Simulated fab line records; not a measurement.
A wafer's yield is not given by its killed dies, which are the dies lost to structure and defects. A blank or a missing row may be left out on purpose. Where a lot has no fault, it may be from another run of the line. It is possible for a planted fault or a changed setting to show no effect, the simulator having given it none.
Which of the tools did it? / flow gf180mcu / 13 lots, 39 wafers sampled, at 4 steps of a route of 602

== WHAT THE GAUGES READ, wafer by wafer ==
GF_STI_CD_MEAS_12: target cd 220 nm. Usual: cd nm reads 219.9 nm (standard deviation 1.1).
lot=L219; measured=day 2 12:44; on=cd sem-02; cd nm (nm)=219.4 219.5 219.4; flag=
lot=L220; measured=day 2 17:01; on=cd sem-02; cd nm (nm)=219.9 219.6 220.6; flag=
lot=L221; measured=day 2 23:41; on=cd sem-01; cd nm (nm)=219.6 218.9 219.9; flag=
lot=L223; measured=day 3 08:02; on=cd sem-01; cd nm (nm)=220.3 221.1 219.5; flag=
lot=L224; measured=day 3 13:49; on=cd sem-01; cd nm (nm)=219.6 219.3 220.0; flag=
lot=L226; measured=day 4 00:22; on=cd sem-01; cd nm (nm)=221.3 221.5 222.0; flag=
lot=L229; measured=day 4 15:34; on=cd sem-01; cd nm (nm)=220.1 220.5 220.4; flag=
lot=L230; measured=day 4 20:11; on=cd sem-01; cd nm (nm)=218.7 218.7 217.6; flag=
lot=L231; measured=day 5 01:43; on=cd sem-01; cd nm (nm)=221.6 220.5 220.3; flag=
lot=L232; measured=day 5 05:49; on=cd sem-01; cd nm (nm)=221.7 220.0 221.5; flag=
lot=L237; measured=day 6 09:26; on=cd sem-01; cd nm (nm)=240.7 240.3 239.8 241.3 239.6 239.9; flag=OFF
lot=L238; measured=day 6 13:13; on=cd sem-01; cd nm (nm)=237.1 236.9 237.5 236.8 236.9 237.8; flag=OFF
lot=L240; measured=day 6 23:55; on=cd sem-01; cd nm (nm)=219.6 220.0 220.4; flag=

GF_HV_LDD_TW_MEAS_50. Usual: HV_LDD_4_TW gives 568 (standard deviation 6.1).
lot=L219; measured=day 13 05:29; on=film metro-04; HV_LDD_4_TW=561 565 565; flag=
lot=L220; measured=day 13 15:17; on=film metro-01; HV_LDD_4_TW=575 574 574; flag=
lot=L221; measured=day 13 20:35; on=film metro-04; HV_LDD_4_TW=568 567 564; flag=
lot=L223; measured=day 14 11:14; on=film metro-01; HV_LDD_4_TW=575 578 579; flag=
lot=L224; measured=day 14 20:01; on=film metro-01; HV_LDD_4_TW=576 574 575; flag=
lot=L226; measured=day 15 12:53; on=film metro-04; HV_LDD_4_TW=561 561 563; flag=
lot=L229; measured=day 16 13:47; on=film metro-01; HV_LDD_4_TW=572 572 575; flag=
lot=L230; measured=day 16 18:25; on=film metro-04; HV_LDD_4_TW=562 561 562; flag=
lot=L231; measured=day 17 02:44; on=film metro-03; HV_LDD_4_TW=564 566 566; flag=
lot=L232; measured=day 17 13:20; on=film metro-01; HV_LDD_4_TW=575 577 573; flag=
lot=L237; measured=day 19 04:47; on=film metro-04; HV_LDD_4_TW=564 564 563; flag=
lot=L238; measured=day 19 10:02; on=film metro-03; HV_LDD_4_TW=565 564 562; flag=
lot=L240; measured=day 20 05:50; on=film metro-01; HV_LDD_4_TW=573 573 575; flag=

GF_NSD_CD_MEAS_07: target cd 400 nm. Usual: cd nm reads 400.5 nm (standard deviation 2.1).
lot=L219; measured=day 14 05:00; on=cd sem-02; cd nm (nm)=404.2 405.0 404.0; flag=
lot=L220; measured=day 14 14:46; on=cd sem-02; cd nm (nm)=401.2 403.0 401.8; flag=
lot=L221; measured=day 14 20:27; on=cd sem-02; cd nm (nm)=403.2 402.2 403.1; flag=
lot=L223; measured=day 15 11:50; on=cd sem-02; cd nm (nm)=398.1 398.2 399.1; flag=
lot=L224; measured=day 15 20:58; on=cd sem-01; cd nm (nm)=398.8 400.9 399.4; flag=
lot=L226; measured=day 16 15:41; on=cd sem-01; cd nm (nm)=399.5 402.2 397.9; flag=
lot=L229; measured=day 17 14:32; on=cd sem-01; cd nm (nm)=401.3 399.1 400.1; flag=
lot=L230; measured=day 17 19:59; on=cd sem-02; cd nm (nm)=400.1 402.3 401.5; flag=
lot=L231; measured=day 18 05:04; on=cd sem-02; cd nm (nm)=400.4 401.6 401.9; flag=
lot=L232; measured=day 18 17:41; on=cd sem-02; cd nm (nm)=403.4 402.4 401.9; flag=
lot=L237; measured=day 20 08:17; on=cd sem-02; cd nm (nm)=398.5 398.0 397.4; flag=
lot=L238; measured=day 20 15:07; on=cd sem-02; cd nm (nm)=401.7 401.6 403.0; flag=
lot=L240; measured=day 21 08:51; on=cd sem-01; cd nm (nm)=401.3 401.5 400.7; flag=

== TOOL THAT RAN EACH LOT (tool first, then ch and the chambers of the sampled wafers, then the start) ==
lot=L219; GF_STI_EXPOSE_09=krf scanner-02 ch 0, day 2 06:59
lot=L220; GF_STI_EXPOSE_09=krf scanner-02 ch 0, day 2 10:34
lot=L221; GF_STI_EXPOSE_09=krf scanner-02 ch 0, day 2 17:53
lot=L223; GF_STI_EXPOSE_09=krf scanner-01 ch 0, day 3 01:55
lot=L224; GF_STI_EXPOSE_09=krf scanner-01 ch 0, day 3 08:14
lot=L226; GF_STI_EXPOSE_09=krf scanner-02 ch 0, day 3 17:38
lot=L229; GF_STI_EXPOSE_09=krf scanner-02 ch 0, day 4 08:50
lot=L230; GF_STI_EXPOSE_09=krf scanner-01 ch 0, day 4 13:51
lot=L231; GF_STI_EXPOSE_09=krf scanner-02 ch 0, day 4 18:44
lot=L232; GF_STI_EXPOSE_09=krf scanner-01 ch 0, day 4 22:52
lot=L237; GF_STI_EXPOSE_09=krf scanner-02 ch 0, day 6 01:58
lot=L238; GF_STI_EXPOSE_09=krf scanner-02 ch 0, day 6 06:01
lot=L240; GF_STI_EXPOSE_09=krf scanner-01 ch 0, day 6 15:59
- GF_STI_EXPOSE_09: exposes mask COMP, target cd 220 nm.

== AS READ BY THE TOOLS THEMSELVES (means over the sampled wafers that have a number; for cases with no such wafer, the mark the record gives instead) ==
GF_STI_EXPOSE_09. Usual: exposure dose mJ cm2 reads 28.10 (standard deviation 0.16).
lot=L219; tool=krf scanner-02; exposure dose mJ cm2=27.95; flag=
lot=L220; tool=krf scanner-02; exposure dose mJ cm2=27.94; flag=
lot=L221; tool=krf scanner-02; exposure dose mJ cm2=27.97; flag=
lot=L223; tool=krf scanner-01; exposure dose mJ cm2=28.28; flag=
lot=L224; tool=krf scanner-01; exposure dose mJ cm2=28.27; flag=
lot=L226; tool=krf scanner-02; exposure dose mJ cm2=27.93; flag=
lot=L229; tool=krf scanner-02; exposure dose mJ cm2=27.94; flag=
lot=L230; tool=krf scanner-01; exposure dose mJ cm2=28.27; flag=
lot=L231; tool=krf scanner-02; exposure dose mJ cm2=27.91; flag=
lot=L232; tool=krf scanner-01; exposure dose mJ cm2=28.24; flag=
lot=L237; tool=krf scanner-02; exposure dose mJ cm2=24.65; flag=OFF
lot=L238; tool=krf scanner-02; exposure dose mJ cm2=24.69; flag=OFF
lot=L240; tool=krf scanner-01; exposure dose mJ cm2=28.22; flag=

== THE ANSWER, worked out from the rows above alone ==
Rule: take the mean of a lot's wafers that have a number; if it is more than 3 standard deviations from the usual mean, the lot is off. Also off: a lot with no number at a reading for which 4 or more lots have one. All remaining lots with rows at the step are treated as sound. After the gauges, taken in route order, come the tools' own readings; for these a lot's mean is taken, as printed above. At the first step where some lot is off, the reading lying furthest off is the one used; lots without a number count as furthest.
Off at GF_STI_CD_MEAS_12 (cd nm): L237, L238.
If a tool, at a process step before that reading, ran all the lots that are off and no sound lot after the first of them, it fits. The gauges at GF_STI_CD_MEAS_12 aren't tried: what is off there is off at GF_STI_EXPOSE_09 too, on other tools, and a gauge's error can't cause that. One candidate fits, namely krf scanner-02 at GF_STI_EXPOSE_09. Its last sound lot is L231 (day 4 18:44), its first lot that is off L237 (day 6 01:58): a fault that began between those two fits.
The tool's own readings at GF_STI_EXPOSE_09 bear it out: on the lots that are off they differ by more than 5 times the standard deviation of the sound lots' means. exposure dose mJ cm2 reads 24.67 there against 28.08 on the sound lots.

== WHAT HAD BEEN PUT IN BY THE SIMULATOR ==
Process parameter drift: krf scanner-02, from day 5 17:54 on, at GF_STI_EXPOSE_09. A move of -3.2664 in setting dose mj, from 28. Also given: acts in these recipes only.
Struck lots among those shown: L237, L238. The rule given above showed the same thing.
